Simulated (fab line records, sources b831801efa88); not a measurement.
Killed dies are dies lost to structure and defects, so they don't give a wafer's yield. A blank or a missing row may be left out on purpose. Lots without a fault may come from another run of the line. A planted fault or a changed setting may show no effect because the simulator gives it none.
fab line records | flow gf180mcu | part 1 of 2: steps 1 to 25 of 36
record lots=5 wafers=15 last_day=34
route steps=602 shown PSD@257 NSD@262 SAB@264 SALICIDE@278 CONTACT@287
lots that met no fault: from a run of the same line without faults
start_h: hours from the record's first day to the start of the lot's first wafer shown | wait_h: hours since the lot's step before | " the same as in the row above | L1.1+2: a row that stands for several wafers | - no value, or no start given | * or withheld: withheld | < > ~ a bound
route shown NAME@n: a module of which the file shows steps, and the number in the route of the first | usual: mean/standard deviation of fault-free wafers | same: alike in all rows | chamber/n: place in a boat | sites: the reading at each site | _std_site: their standard deviation | _edge_site: outer sites' mean less inner sites' | radius_mm: how far each site lies from the wafer's centre | mask NAME#n: copy n | behind: the tool/chamber that last shaped the wafer | hold: why the lot was held/for how many hours/how that ended | device: the transistor (n, p or np) that didn't switch | end of line: the same wafers' tests at the end of the route | a step without rows: its recipe alone | killed: dies lost to structure and defects at the first sort, not the wafer's yield | map: a wafer's dies, x killed, . not, _ none there
set.NAME: the setting as run; set.NAME@STEP: as run at that earlier step | model.NAME: the simulator's own value behind a step, which no gauge read
lots at some steps of the route; a table a step, a row a wafer
services: from which hour (start_h, from the record's first day; less than 0 if before it) a tool's chamber was out of use, for how many hours, and why
## steps
# step GF_PSD_IMPLANT_09
# recipe species=BF2 energy_kev=40 dose_cm2=1.5e+15 tilt_deg=7
# usual beam_energy_keV=40.001/0.011 beam_on_s=9.98/0.21
# same implant_ion_amu=49
# columns lot.wafer tool chamber start_h wait_h beam_energy_keV beam_on_s
L075.1 implanter-03 0 320.86 0.0 39.989 10.01
L075.4 " 0 " " 39.983 10.09
L075.6 " 0 " " 40.004 9.79
L076.3 implanter-04 0 328.46 0.1 40.021 9.75
L076.5 " 0 " " 40.010 10.14
L076.6 " 0 " " 40.011 9.79
L083.2 implanter-04 0 392.18 0.0 39.993 10.10
L083.4 " 0 " " 40.006 10.28
L083.5 " 0 " " 39.992 9.96
L090.1 implanter-04 0 452.51 0.0 40.017 9.73
L090.4 " 0 " " 40.000 9.58
L090.6 " 0 " " 40.017 9.72
L096.2 implanter-01 0 499.63 0.0 39.996 10.01
L096.3 " 0 " " 40.007 10.08
L096.5 " 0 " " 39.992 9.79
# step GF_PSD_STRIP_10
# recipe chemistry=O2/N2 power_w=1400 pressure_mtorr=1500 platen_temp_c=250 o2_flow_sccm=3000 n2_flow_sccm=300 overash_fraction=0.5
# usual drypump_motor_current_A=5.9/0.42 heater_power_w=330/28 n2_flow_sccm=299.9/1 o2_flow_sccm=3000/9.9 oes_product_au=0.592/0.0046 strip_time_to_endpoint_s=16.53/0.035
# columns lot.wafer tool chamber start_h wait_h drypump_motor_current_A heater_power_w n2_flow_sccm o2_flow_sccm oes_product_au rf_hours_counter_h strip_time_to_endpoint_s
L075.1 plasma_asher-01 0 321.01 0.1 6.3 367 299.7 2992 0.581 70 16.53
L075.4 " 1 " " 5.4 313 297.5 3005 0.588 - 16.58
L075.6 " 0 " " 6.3 359 299.3 3009 0.588 - 16.55
L076.3 plasma_asher-03 1 328.59 0.1 5.9 344 299.9 3018 0.585 - 16.50
L076.5 " 1 " " 5.9 335 299.4 3013 0.591 - 16.50
L076.6 " 0 " " 6.5 310 301.4 3000 0.584 - 16.53
L083.2 plasma_asher-03 1 392.31 0.1 5.9 328 301.6 3011 0.598 71 16.49
L083.4 " 0 " " 6.5 317 300.9 3017 0.591 - 16.48
L083.5 " 1 " " 5.9 326 301.0 3000 0.588 - 16.49
L090.1 plasma_asher-03 0 452.66 0.1 6.5 317 299.0 2993 0.592 3 16.55
L090.4 " 0 " " 6.5 323 299.4 2994 0.588 - 16.57
L090.6 " 0 " " 6.5 324 299.4 2991 0.589 - 16.59
L096.2 plasma_asher-03 1 499.76 0.1 5.9 337 298.6 2998 0.590 6 16.53
L096.3 " 1 " " 5.9 337 300.0 3006 0.600 - 16.59
L096.5 " 0 " " 6.5 325 301.9 2993 0.593 - 16.55
# step GF_PSD_TW_MEAS_11
# usual PSD_TW=3188/22
# columns lot.wafer tool chamber start_h wait_h PSD_TW
L075.1 film_metro-03 - 321.11 0.1 3182
L075.4 " - " " 3198
L075.6 " - " " 3189
L076.3 film_metro-01 - 328.68 0.1 3162
L076.5 " - " " 3144
L076.6 " - " " 3144
L083.2 film_metro-02 - 392.42 0.1 3188
L083.4 " - " " 3187
L083.5 " - " " 3191
L090.1 film_metro-03 - 452.76 0.1 3185
L090.4 " - " " 3171
L090.6 " - " " 3170
L096.2 film_metro-01 - 499.87 0.1 3177
L096.3 " - " " 3185
L096.5 " - " " 3175
# step GF_PSD_CLEAN_12
# recipe chemistry=SC1/SC2 mix=1:4:20 temp_c=70 time_s=150 dry=n2_spin
# columns lot.wafer tool chamber start_h wait_h
L075.1+4+6 wet_bench-04 2 321.17 0.1
L076.3+5+6 wet_bench-04 1 328.72 0.0
L083.2+4+5 wet_bench-04 3 392.47 0.0
L090.1+4+6 wet_bench-01 1 452.82 0.1
L096.2+3+5 wet_bench-03 3 499.92 0.0
# step GF_PSD_RTA_13
# recipe temp_c=1025 time_s=20 ambient=N2
# usual lamp_power_pct=33.6/0.52 wafer_temp_C_max=1029.7/1.1
# columns lot.wafer tool chamber start_h wait_h lamp_power_pct wafer_temp_C_max
L075.1 rtp_anneal-01 0 321.22 0.0 33.1 1031.4
L075.4 " 0 " " 33.1 1028.5
L075.6 " 0 " " 33.1 1029.4
L076.3 rtp_anneal-02 0 328.80 0.0 34.1 1027.4
L076.5 " 0 " " 34.2 1029.2
L076.6 " 0 " " 34.2 1028.1
L083.2 rtp_anneal-01 0 392.54 0.0 33.2 1029.2
L083.4 " 0 " " 33.1 1028.9
L083.5 " 0 " " 33.1 1029.6
L090.1 rtp_anneal-02 0 452.87 0.0 34.1 1030.6
L090.4 " 0 " " 34.2 1029.7
L090.6 " 0 " " 34.2 1028.5
L096.2 rtp_anneal-01 0 499.98 0.0 33.1 1029.3
L096.3 " 0 " " 33.2 1029.5
L096.5 " 0 " " 33.1 1031.2
# step GF_PSD_RS_MEAS_14
# recipe thk_meas_gauge=four-point-probe
# usual NSD_RS=46.11/0.12
# columns lot.wafer tool chamber start_h wait_h NSD_RS[ohm/sq]
L075.1 film_metro-03 - 321.30 0.1 46.12
L075.4 " - " " 46.20
L075.6 " - " " 46.10
L076.3 film_metro-03 - 328.89 0.1 46.16
L076.5 " - " " 46.21
L076.6 " - " " 46.06
L083.2 film_metro-03 - 392.62 0.1 46.14
L083.4 " - " " 46.09
L083.5 " - " " 46.23
L090.1 film_metro-01 - 452.95 0.1 45.92
L090.4 " - " " 46.05
L090.6 " - " " 45.95
L096.2 film_metro-01 - 500.07 0.1 45.97
L096.3 " - " " 45.94
L096.5 " - " " 45.90
# step GF_PSD_RS_MEAS_15
# recipe thk_meas_gauge=four-point-probe
# usual PSD_RS=108.5/0.33
# columns lot.wafer tool chamber start_h wait_h PSD_RS[ohm/sq]
L075.1 film_metro-03 - 321.42 0.1 108.6
L075.4 " - " " 108.7
L075.6 " - " " 108.6
L076.3 film_metro-03 - 329.01 0.1 108.6
L076.5 " - " " 108.7
L076.6 " - " " 108.4
L083.2 film_metro-03 - 392.74 0.1 108.4
L083.4 " - " " 108.6
L083.5 " - " " 108.3
L090.1 film_metro-01 - 453.07 0.1 108.3
L090.4 " - " " 107.9
L090.6 " - " " 107.8
L096.2 film_metro-01 - 500.19 0.1 108.0
L096.3 " - " " 107.9
L096.5 " - " " 108.0
# step GF_SAB_CVD_00
# recipe material=SiO2 target_thk_nm=50 precursor=TEOS temp_c=400 time_s=4.9302 rf_w=600
# usual heater_power_w=667/85
# columns lot.wafer tool chamber start_h wait_h heater_power_w
L075.1 pecvd-04 0 321.54 0.1 649
L075.4 " 0 " " 671
L075.6 " 1 " " 786
L076.3 pecvd-04 2 329.09 0.1 816
L076.5 " 1 " " 832
L076.6 " 0 " " 542
L083.2 pecvd-02 2 392.84 0.1 509
L083.4 " 0 " " 619
L083.5 " 1 " " 664
L090.1 pecvd-03 0 453.19 0.1 630
L090.4 " 1 " " 704
L090.6 " 2 " " 576
L096.2 pecvd-03 0 500.29 0.1 709
L096.3 " 1 " " 673
L096.5 " 1 " " 666
# step GF_SAB_THK_MEAS_01
# recipe reads=SiO2_of_SAB_CVD_00
# usual SAB_CVD_00_THK=50.2/0.57
# columns lot.wafer tool chamber start_h wait_h SAB_CVD_00_THK[nm]
L075.1 film_metro-01 - 321.56 0.0 49.6
L075.4 " - " " 50.5
L075.6 " - " " 50.4
L076.3 film_metro-01 - 329.13 0.0 50.5
L076.5 " - " " 50.4
L076.6 " - " " 51.1
L083.2 film_metro-01 - 392.87 0.0 50.2
L083.4 " - " " 50.8
L083.5 " - " " 51.2
L090.1 film_metro-03 - 453.21 0.0 50.1
L090.4 " - " " 49.8
L090.6 " - " " 50.8
L096.2 film_metro-03 - 500.32 0.0 49.3
L096.3 " - " " 49.1
L096.5 " - " " 49.6
# step GF_SAB_DEHYDRATE_02
# recipe temp_c=200 time_s=60
# usual resist_line_temp_C=23.00/0.084
# columns lot.wafer tool chamber start_h wait_h resist_line_temp_C
L075.1 litho_track-03 0 331.55 10.0 22.90
L075.4 " 0 " " 22.98
L075.6 " 0 " " 22.90
L076.3 litho_track-01 0 339.05 9.9 22.90
L076.5 " 0 " " 23.03
L076.6 " 0 " " 23.03
L083.2 litho_track-01 0 403.37 10.5 23.24
L083.4 " 0 " " 23.14
L083.5 " 0 " " 23.11
L090.1 litho_track-04 0 465.30 12.1 22.88
L090.4 " 0 " " 23.10
L090.6 " 0 " " 23.05
L096.2 litho_track-01 0 511.77 11.4 23.03
L096.3 " 0 " " 22.95
L096.5 " 0 " " 22.94
# step GF_SAB_HMDS_03
# recipe prime_time_s=60 prime_temp_c=120
# usual resist_line_temp_C=22.98/0.1
# same prime_time_s=60
# columns lot.wafer tool chamber start_h wait_h resist_line_temp_C
L075.1 litho_track-03 0 331.70 0.1 22.97
L075.4 " 0 " " 22.87
L075.6 " 0 " " 23.09
L076.3 litho_track-01 0 339.20 0.1 22.99
L076.5 " 0 " " 23.16
L076.6 " 0 " " 23.01
L083.2 litho_track-01 0 403.52 0.1 23.04
L083.4 " 0 " " 22.86
L083.5 " 0 " " 22.93
L090.1 litho_track-04 0 465.45 0.1 22.91
L090.4 " 0 " " 22.95
L090.6 " 0 " " 23.11
L096.2 litho_track-01 0 511.92 0.1 22.87
L096.3 " 0 " " 22.89
L096.5 " 0 " " 22.90
# step GF_SAB_COAT_04
# recipe resist=NOVOLAK spin_rpm=3000 resist_thk_nm=1000
# usual resist_line_temp_C=23.03/0.091
# columns lot.wafer tool chamber start_h wait_h resist_line_temp_C
L075.1 litho_track-03 0 331.85 0.1 23.05
L075.4 " 0 " " 22.94
L075.6 " 0 " " 23.02
L076.3 litho_track-01 0 339.35 0.1 23.06
L076.5 " 0 " " 23.06
L076.6 " 0 " " 23.15
L083.2 litho_track-01 0 403.67 0.1 23.06
L083.4 " 0 " " 23.14
L083.5 " 0 " " 23.13
L090.1 litho_track-04 0 465.60 0.1 23.09
L090.4 " 0 " " 23.19
L090.6 " 0 " " 23.14
L096.2 litho_track-01 0 512.07 0.1 23.00
L096.3 " 0 " " 23.01
L096.5 " 0 " " 22.99
# step GF_SAB_SOFTBAKE_05
# recipe temp_c=90 time_s=60 resist=NOVOLAK
# usual resist_line_temp_C=23.02/0.098
# columns lot.wafer tool chamber start_h wait_h resist_line_temp_C
L075.1 litho_track-03 0 332.00 0.1 23.12
L075.4 " 0 " " 23.11
L075.6 " 0 " " 23.13
L076.3 litho_track-01 0 339.50 0.1 22.92
L076.5 " 0 " " 22.89
L076.6 " 0 " " 23.08
L083.2 litho_track-01 0 403.82 0.1 23.01
L083.4 " 0 " " 23.03
L083.5 " 0 " " 23.20
L090.1 litho_track-04 0 465.75 0.1 22.89
L090.4 " 0 " " 22.82
L090.6 " 0 " " 23.04
L096.2 litho_track-01 0 512.22 0.1 23.19
L096.3 " 0 " " 22.87
L096.5 " 0 " " 23.06
# step GF_SAB_EXPOSE_06
# recipe mask_id=SAB target_cd_nm=420 na=0.6 source_shape=conventional sigma_outer=0.6 dose_mj=140
# columns lot.wafer tool chamber start_h wait_h mask
L075.1+4+6 iline_stepper-02 0 - - SAB#0
L076.3+5+6 iline_stepper-01 0 - - SAB#0
L083.2+4+5 iline_stepper-01 0 - - SAB#0
L090.1+4+6 iline_stepper-01 0 - - SAB#0
L096.2+3+5 iline_stepper-01 0 - - SAB#0
# step GF_SAB_PEB_07
# recipe temp_c=withheld time_s=* resist=NOVOLAK
# usual resist_line_temp_C=*
# columns lot.wafer tool chamber start_h wait_h resist_line_temp_C
L075.1 litho_track-04 0 - - *
L075.4 " 0 " " *
L075.6 " 0 " " *
L076.3 litho_track-04 0 - - *
L076.5 " 0 " " *
L076.6 " 0 " " *
L083.2 litho_track-04 0 - - *
L083.4 " 0 " " *
L083.5 " 0 " " *
L090.1 litho_track-03 0 - - *
L090.4 " 0 " " *
L090.6 " 0 " " *
L096.2 litho_track-04 0 - - *
L096.3 " 0 " " *
L096.5 " 0 " " *
# step GF_SAB_DEVELOP_08
# recipe develop_time_s=60 dev_temp_c=23
# usual developer_temp_C=23.00/0.12 resist_line_temp_C=22.98/0.11
# columns lot.wafer tool chamber start_h wait_h developer_temp_C resist_line_temp_C
L075.1 litho_track-04 0 342.70 0.1 23.11 22.79
L075.4 " 0 " " 23.02 22.96
L075.6 " 0 " " 23.06 22.88
L076.3 litho_track-04 0 349.70 0.1 22.90 22.96
L076.5 " 0 " " 22.80 22.82
L076.6 " 0 " " 22.90 23.09
L083.2 litho_track-04 0 415.63 0.1 23.10 22.90
L083.4 " 0 " " 22.99 22.88
L083.5 " 0 " " 23.07 23.14
L090.1 litho_track-03 0 477.45 0.1 23.05 23.03
L090.4 " 0 " " 23.03 23.04
L090.6 " 0 " " 22.90 23.01
L096.2 litho_track-04 0 523.48 0.1 23.13 23.01
L096.3 " 0 " " 23.21 22.95
L096.5 " 0 " " 23.22 22.90
# step GF_SAB_CD_MEAS_09
# recipe target_cd_nm=420
# usual cd_nm=420.5/2.4
# columns lot.wafer tool chamber start_h wait_h cd_nm
L075.1 cd_sem-02 - 342.85 0.1 420.3
L075.4 " - " " 423.6
L075.6 " - " " 422.4
L076.3 cd_sem-01 - 349.84 0.1 419.8
L076.5 " - " " 420.1
L076.6 " - " " 419.0
L083.2 cd_sem-02 - 415.77 0.1 419.3
L083.4 " - " " 419.3
L083.5 " - " " 419.6
L090.1 cd_sem-02 - 477.60 0.1 420.2
L090.4 " - " " 422.4
L090.6 " - " " 423.4
L096.2 cd_sem-01 - 523.62 0.1 419.1
L096.3 " - " " 416.9
L096.5 " - " " 418.5
# step GF_SAB_OVL_MEAS_10
# usual SAB_OVL=-0.5/1.3
# columns lot.wafer tool chamber start_h wait_h SAB_OVL[nm]
L075.1 overlay-02 - 342.97 0.1 0.0
L075.4 " - " " -1.7
L075.6 " - " " -1.3
L076.3 overlay-01 - 349.94 0.1 0.8
L076.5 " - " " 0.2
L076.6 " - " " 0.4
L083.2 overlay-02 - 415.88 0.1 0.3
L083.4 " - " " -1.6
L083.5 " - " " -3.3
L090.1 overlay-01 - 477.72 0.1 0.3
L090.4 " - " " 0.4
L090.6 " - " " 0.8
L096.2 overlay-01 - 523.73 0.1 0.1
L096.3 " - " " -0.1
L096.5 " - " " 0.0
# step GF_SAB_ETCH_11
# recipe chemistry=C4F8/O2/Ar mask_material=NOVOLAK target=SiO2 target_depth_nm=55 source_w=1500 bias_w=1200 pressure_mtorr=40 c4f8_flow_sccm=withheld O2_flow_sccm=6 Ar_flow_sccm=300 time_s=8.5
# usual oes_product_au=0.997/0.0073
# columns lot.wafer tool chamber start_h wait_h oes_product_au rf_hours_counter_h
L075.1 rie_diel-04 0 343.01 0.0 1.009 21
L075.4 " 3 " " 1.001 6
L075.6 " 2 " " 1.001 -
L076.3 rie_diel-02 1 349.96 0.0 0.998 47
L076.5 " 0 " " 0.996 -
L076.6 " 1 " " 0.995 -
L083.2 rie_diel-01 3 415.91 0.0 0.996 2
L083.4 " 0 " " 1.006 -
L083.5 " 1 " " 0.988 -
L090.1 rie_diel-02 3 477.75 0.0 0.994 42
L090.4 " 1 " " 0.993 50
L090.6 " 3 " " 0.992 -
L096.2 rie_diel-04 0 523.76 0.0 0.998 26
L096.3 " 3 " " 1.001 11
L096.5 " 3 " " 1.001 -
# step GF_SAB_WET_ETCH_12
# recipe chemistry=dHF target_depth_nm=22 dry=n2_spin target=SiO2 temp_c=25 dilution=100:1 time_s=440
# columns lot.wafer tool chamber start_h wait_h
L075.1+4+6 wet_bench-01 2 343.03 0.0
L076.3+5+6 wet_bench-03 1 349.98 0.0
L083.2+4+5 wet_bench-02 0 415.93 0.0
L090.1+4+6 wet_bench-01 3 477.77 0.0
L096.2+3+5 wet_bench-03 1 523.78 0.0
# step GF_SAB_STRIP_13
# recipe chemistry=O2/N2 power_w=1400 pressure_mtorr=1500 platen_temp_c=250 o2_flow_sccm=3000 n2_flow_sccm=300 overash_fraction=0.5
# usual drypump_motor_current_A=5.8/0.39 heater_power_w=328/34 n2_flow_sccm=300.0/1 o2_flow_sccm=3001/9 oes_product_au=0.709/0.005 strip_time_to_endpoint_s=12.61/0.031
# columns lot.wafer tool chamber start_h wait_h drypump_motor_current_A heater_power_w n2_flow_sccm o2_flow_sccm oes_product_au rf_hours_counter_h strip_time_to_endpoint_s
L075.1 plasma_asher-04 0 343.16 0.0 5.6 366 297.8 2990 0.705 52 12.61
L075.4 " 0 " " 5.6 360 298.9 3003 0.707 - 12.62
L075.6 " 1 " " 5.4 289 301.3 3000 0.705 - 12.59
L076.3 plasma_asher-03 0 350.16 0.0 6.5 323 299.7 2992 0.711 - 12.58
L076.5 " 0 " " 6.5 309 301.5 2985 0.712 - 12.58
L076.6 " 1 " " 5.9 345 302.3 3022 0.711 - 12.59
L083.2 plasma_asher-04 1 416.06 0.0 5.5 282 300.4 3010 0.712 60 12.58
L083.4 " 0 " " 5.6 358 300.6 2995 0.714 - 12.61
L083.5 " 0 " " 5.6 364 299.7 3001 0.710 - 12.59
L090.1 plasma_asher-02 1 477.91 0.0 5.9 380 299.1 2993 0.713 35 12.66
L090.4 " 1 " " 5.9 388 298.9 3008 0.703 - 12.69
L090.6 " 0 " " 5.4 299 301.4 2995 0.707 - 12.64
L096.2 plasma_asher-04 1 523.92 0.0 5.5 282 299.4 3012 0.711 73 12.57
L096.3 " 0 " " 5.6 357 300.0 2993 0.708 - 12.55
L096.5 " 0 " " 5.6 371 299.1 3010 0.704 - 12.56
# step GF_SALICIDE_CLEAN_00
# recipe chemistry=SC1/SC2 mix=1:4:20 temp_c=70 time_s=150
# columns lot.wafer tool chamber start_h wait_h
L075.1+4+6 wet_bench-01 0 343.26 0.1
L076.3+5+6 wet_bench-01 0 350.22 0.0
L083.2+4+5 wet_bench-04 3 416.16 0.1
L090.1+4+6 wet_bench-04 0 478.01 0.1
L096.2+3+5 wet_bench-04 2 524.02 0.1
# step GF_SALICIDE_WET_ETCH_01
# recipe chemistry=dHF target_depth_nm=5 dry=ipa_marangoni target=SiO2 temp_c=25 dilution=100:1 time_s=100
# columns lot.wafer tool chamber start_h wait_h
L075.1+4+6 wet_bench-04 3 343.31 0.0
L076.3+5+6 wet_bench-04 1 350.27 0.0
L083.2+4+5 wet_bench-01 0 416.21 0.0
L090.1+4+6 wet_bench-04 0 478.06 0.0
L096.2+3+5 wet_bench-01 1 524.08 0.0
# step GF_SALICIDE_SPUTTER_02
# recipe material=Co target_thk_nm=10 power_w=1000 time_s=20 chamber_pressure_pa=0.4
# usual cathode_dc_power_W=999.98/0.19 throttle_valve_pct=29.9/1.4
# columns lot.wafer tool chamber start_h wait_h cathode_dc_power_W throttle_valve_pct
L075.1 pvd_sputter-01 - 343.35 0.0 999.91 31.0
L075.4 " - " " 1000.2 31.3
L075.6 " - " " 1000.2 29.4
L076.3 pvd_sputter-01 - 350.31 0.0 1000.0 29.1
L076.5 " - " " 999.91 31.8
L076.6 " - " " 999.76 31.2
L083.2 pvd_sputter-03 - 416.25 0.0 1000.2 32.4
L083.4 " - " " 999.82 30.5
L083.5 " - " " 999.60 32.4
L090.1 pvd_sputter-03 - 478.09 0.0 999.99 29.4
L090.4 " - " " 999.88 32.5
L090.6 " - " " 999.74 29.2
L096.2 pvd_sputter-04 - 524.12 0.0 1000.2 30.0
L096.3 " - " " 999.79 29.7
L096.5 " - " " 1000.0 27.1
# step GF_SALICIDE_SPUTTER_03
# recipe material=TiN target_thk_nm=20 power_w=6500 time_s=16.7 chamber_pressure_pa=0.4
# usual cathode_dc_power_W=6500.0/1.2 throttle_valve_pct=29.9/1.4
# columns lot.wafer tool chamber start_h wait_h cathode_dc_power_W throttle_valve_pct
L075.1 pvd_sputter-01 - 343.38 0.0 6501.0 31.3
L075.4 " - " " 6502.4 31.5
L075.6 " - " " 6500.8 29.2
L076.3 pvd_sputter-01 - 350.34 0.0 6500.4 29.4
L076.5 " - " " 6501.2 31.7
L076.6 " - " " 6498.6 31.0
L083.2 pvd_sputter-03 - 416.28 0.0 6500.9 32.5
L083.4 " - " " 6500.1 30.5
L083.5 " - " " 6500.3 32.4
L090.1 pvd_sputter-03 - 478.12 0.0 6497.4 29.3
L090.4 " - " " 6499.4 32.6
L090.6 " - " " 6499.6 29.1
L096.2 pvd_sputter-04 - 524.14 0.0 6499.2 29.7
L096.3 " - " " 6499.8 29.8
L096.5 " - " " 6500.2 26.9
